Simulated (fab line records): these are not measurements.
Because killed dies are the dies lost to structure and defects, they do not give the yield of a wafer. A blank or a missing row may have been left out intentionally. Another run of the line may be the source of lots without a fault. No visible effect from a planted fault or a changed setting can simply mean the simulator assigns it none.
Which of the tools did it? | flow gf180mcu | 13 lots, 39 wafers sampled, at 1 step of a route of 602

== WHAT THE GAUGES SHOWED, per wafer ==
GF_M3_OVL_MEAS_15. Usual: M3_OVL gives 0 nm (standard deviation 5.2).
lot  | measured     | on         | M3_OVL (nm) | flag
L741 | day 21 16:23 | overlay-02 | -5 4 -1     | 
L743 | day 22 15:00 | overlay-01 | 4 -1 2      | 
L744 | day 22 23:01 | overlay-02 | 3 -3 4      | 
L745 | day 23 08:38 | overlay-02 | 0 2 -5      | 
L746 | day 23 10:39 | overlay-02 | 5 -3 6      | 
L748 | day 24 04:42 | overlay-01 | -9 -4 -2    | 
L753 | day 25 21:54 | overlay-01 | 12 3 4      | 
L755 | day 26 12:20 | overlay-01 | 0 -1 1      | 
L756 | day 26 17:00 | overlay-01 | -4 -1 -6    | 
L760 | day 28 02:48 | overlay-01 | -2 -4 -1    | 
L761 | day 28 08:53 | overlay-01 | -11 -2 -3   | 
L762 | day 28 11:18 | overlay-02 | 4 10 6      | 
L763 | day 29 01:03 | overlay-01 | 0 -1 0      | 

== WHAT TOOL EACH LOT RAN ON (gives the tool, then ch and the chambers of the sampled wafers, and finally the start) ==
The record shows no process step preceding these readings.

== AS READ BY THE TOOLS THEMSELVES (means over the sampled wafers that have a number; for cases with no such wafer, the mark the record gives instead) ==
The record holds no such reading with a usual standard deviation.

== THE ANSWER, worked out from the rows above alone ==
Rule: a lot counts as off when the mean over its wafers that have a number is more than 3 standard deviations away from the usual mean. Also off: a lot with no number at a reading for which 4 or more lots have one. Where the step has rows for the other lots, those lots are counted as sound. The gauges are gone through in route order, then the tools' own readings, and for those a lot's mean is taken as printed above. The first step at which some lot is off is used, and at that step the reading that is off furthest; a lot without a number counts as furthest.
No lot is off on any of the readings shown, so nothing can be concluded from this.

== WHAT THE SIMULATOR HAD PUT IN ==
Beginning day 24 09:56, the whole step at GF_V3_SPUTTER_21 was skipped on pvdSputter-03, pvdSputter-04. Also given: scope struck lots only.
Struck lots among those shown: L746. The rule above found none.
